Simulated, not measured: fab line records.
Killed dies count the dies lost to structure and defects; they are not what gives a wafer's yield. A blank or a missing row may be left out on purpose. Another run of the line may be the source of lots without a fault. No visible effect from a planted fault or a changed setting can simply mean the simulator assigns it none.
Chamber matching :: flow sky130 :: SKY_FIELD_ISO_ETCH_17 on rie-si-01 has 4 sister chambers
The step etches Si in HBr/Cl2/O2, target depth 342 nm, time 97.7 s. 24 wafers are shown with their chamber, then 12 later ones without.

## WAFERS, EACH WITH ITS CHAMBER
wafer: L074.1
chamber: 0
drypump-motor-current-A (A): 6.5
oes-product-au (a.u.): 0.999
throttle-valve-pct (%): 25.660

wafer: L074.3
chamber: 1
drypump-motor-current-A (A): 5.4
oes-product-au (a.u.): 0.995
throttle-valve-pct (%): 25.655

wafer: L074.5
chamber: 3
drypump-motor-current-A (A): 6.0
oes-product-au (a.u.): 1.006
throttle-valve-pct (%): 25.660

wafer: L075.2
chamber: 3
drypump-motor-current-A (A): 6.1
oes-product-au (a.u.): 1.007
throttle-valve-pct (%): 25.633

wafer: L075.3
chamber: 1
drypump-motor-current-A (A): 5.3
oes-product-au (a.u.): 0.997
throttle-valve-pct (%): 25.665

wafer: L075.6
chamber: 3
drypump-motor-current-A (A): 6.1
oes-product-au (a.u.): 1.008
throttle-valve-pct (%): 25.677

wafer: L077.1
chamber: 3
drypump-motor-current-A (A): 6.0
oes-product-au (a.u.): 1.004
throttle-valve-pct (%): 25.666

wafer: L077.2
chamber: 0
drypump-motor-current-A (A): 6.6
oes-product-au (a.u.): 0.996
throttle-valve-pct (%): 25.665

wafer: L077.5
chamber: 2
drypump-motor-current-A (A): 6.3
oes-product-au (a.u.): 0.995
throttle-valve-pct (%): 25.670

wafer: L078.1
chamber: 3
drypump-motor-current-A (A): 6.0
oes-product-au (a.u.): 1.003
throttle-valve-pct (%): 25.647

wafer: L078.2
chamber: 1
drypump-motor-current-A (A): 5.3
oes-product-au (a.u.): 0.989
throttle-valve-pct (%): 25.651

wafer: L078.3
chamber: 0
drypump-motor-current-A (A): 6.5
oes-product-au (a.u.): 1.003
throttle-valve-pct (%): 25.644

wafer: L080.3
chamber: 2
drypump-motor-current-A (A): 6.3
oes-product-au (a.u.): 0.999
throttle-valve-pct (%): 25.660

wafer: L080.4
chamber: 0
drypump-motor-current-A (A): 6.5
oes-product-au (a.u.): 1.013
throttle-valve-pct (%): 25.645

wafer: L080.5
chamber: 1
drypump-motor-current-A (A): 5.4
oes-product-au (a.u.): 0.991
throttle-valve-pct (%): 25.665

wafer: L082.1
chamber: 3
drypump-motor-current-A (A): 6.1
oes-product-au (a.u.): 1.017
throttle-valve-pct (%): 25.643

wafer: L082.2
chamber: 2
drypump-motor-current-A (A): 6.4
oes-product-au (a.u.): 1.003
throttle-valve-pct (%): 25.667

wafer: L082.3
chamber: 1
drypump-motor-current-A (A): 5.4
oes-product-au (a.u.): 1.010
throttle-valve-pct (%): 25.655

wafer: L085.1
chamber: 1
drypump-motor-current-A (A): 5.4
oes-product-au (a.u.): 1.005
throttle-valve-pct (%): 25.647

wafer: L085.5
chamber: 3
drypump-motor-current-A (A): 6.1
oes-product-au (a.u.): 1.020
throttle-valve-pct (%): 25.646

wafer: L085.6
chamber: 0
drypump-motor-current-A (A): 6.5
oes-product-au (a.u.): 1.011
throttle-valve-pct (%): 25.646

wafer: L087.1
chamber: 2
drypump-motor-current-A (A): 6.4
oes-product-au (a.u.): 1.002
throttle-valve-pct (%): 25.636

wafer: L087.3
chamber: 1
drypump-motor-current-A (A): 5.4
oes-product-au (a.u.): 1.003
throttle-valve-pct (%): 25.639

wafer: L087.4
chamber: 3
drypump-motor-current-A (A): 6.1
oes-product-au (a.u.): 1.012
throttle-valve-pct (%): 25.644

SIGNATURES (means of the wafers above)
reading: drypump-motor-current-A
chamber 0: 6.520
chamber 1: 5.371
chamber 2: 6.350
chamber 3: 6.062
scatter within a chamber: 0.0505

reading: oes-product-au
chamber 0: 1.00440
chamber 1: 0.99857
chamber 2: 0.99975
chamber 3: 1.00962
scatter within a chamber: 0.00663

reading: throttle-valve-pct
chamber 0: 25.65200
chamber 1: 25.65386
chamber 2: 25.65825
chamber 3: 25.65200
scatter within a chamber: 0.0124
Rule: for each reading, subtract the chamber's mean from the wafer's reading, divide by that reading's scatter and square the result; add these up over the readings and take the root, which gives the wafer's distance from the chamber. If the next closest chamber is less than 2 further off than the closest, the wafer can't be placed; otherwise it belongs to the closest. How the scatter is found: for the shown wafers, subtract from each reading the mean of its chamber, square and add these, divide the total by (wafers less chambers), then take the root.

## WAFERS WITH NO CHAMBER GIVEN
wafer: L088.2
drypump-motor-current-A (A): 5.4
oes-product-au (a.u.): 1.016
throttle-valve-pct (%): 25.650

wafer: L088.3
drypump-motor-current-A (A): 6.5
oes-product-au (a.u.): 1.001
throttle-valve-pct (%): 25.649

wafer: L088.6
drypump-motor-current-A (A): 6.5
oes-product-au (a.u.): 1.016
throttle-valve-pct (%): 25.649

wafer: L092.1
drypump-motor-current-A (A): 6.3
oes-product-au (a.u.): 0.995
throttle-valve-pct (%): 25.662

wafer: L092.4
drypump-motor-current-A (A): 6.1
oes-product-au (a.u.): 1.008
throttle-valve-pct (%): 25.639

wafer: L092.5
drypump-motor-current-A (A): 6.1
oes-product-au (a.u.): 1.001
throttle-valve-pct (%): 25.656

wafer: L094.1
drypump-motor-current-A (A): 6.1
oes-product-au (a.u.): 1.004
throttle-valve-pct (%): 25.658

wafer: L094.3
drypump-motor-current-A (A): 6.5
oes-product-au (a.u.): 0.990
throttle-valve-pct (%): 25.653

wafer: L094.4
drypump-motor-current-A (A): 6.4
oes-product-au (a.u.): 0.990
throttle-valve-pct (%): 25.658

wafer: L095.2
drypump-motor-current-A (A): 6.1
oes-product-au (a.u.): 0.999
throttle-valve-pct (%): 25.658

wafer: L095.3
drypump-motor-current-A (A): 5.3
oes-product-au (a.u.): 1.009
throttle-valve-pct (%): 25.667

wafer: L095.4
drypump-motor-current-A (A): 6.5
oes-product-au (a.u.): 1.007
throttle-valve-pct (%): 25.649

## THE CHAMBER EACH PASSED THROUGH
wafer: L088.2
from the rows above: 1
in truth: 1

wafer: L088.3
from the rows above: 0
in truth: 0

wafer: L088.6
from the rows above: 0
in truth: 0

wafer: L092.1
from the rows above: 2
in truth: 2

wafer: L092.4
from the rows above: 3
in truth: 3

wafer: L092.5
from the rows above: 3
in truth: 3

wafer: L094.1
from the rows above: 3
in truth: 3

wafer: L094.3
from the rows above: can't be placed: 0 or 2
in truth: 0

wafer: L094.4
from the rows above: can't be placed: 2 or 0
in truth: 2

wafer: L095.2
from the rows above: 3
in truth: 3

wafer: L095.3
from the rows above: 1
in truth: 1

wafer: L095.4
from the rows above: 0
in truth: 0
Placed correctly: 10 of 12. Can't be placed from these rows: 2 (the true chamber is among the candidates in 2). Number placed wrongly: 0.
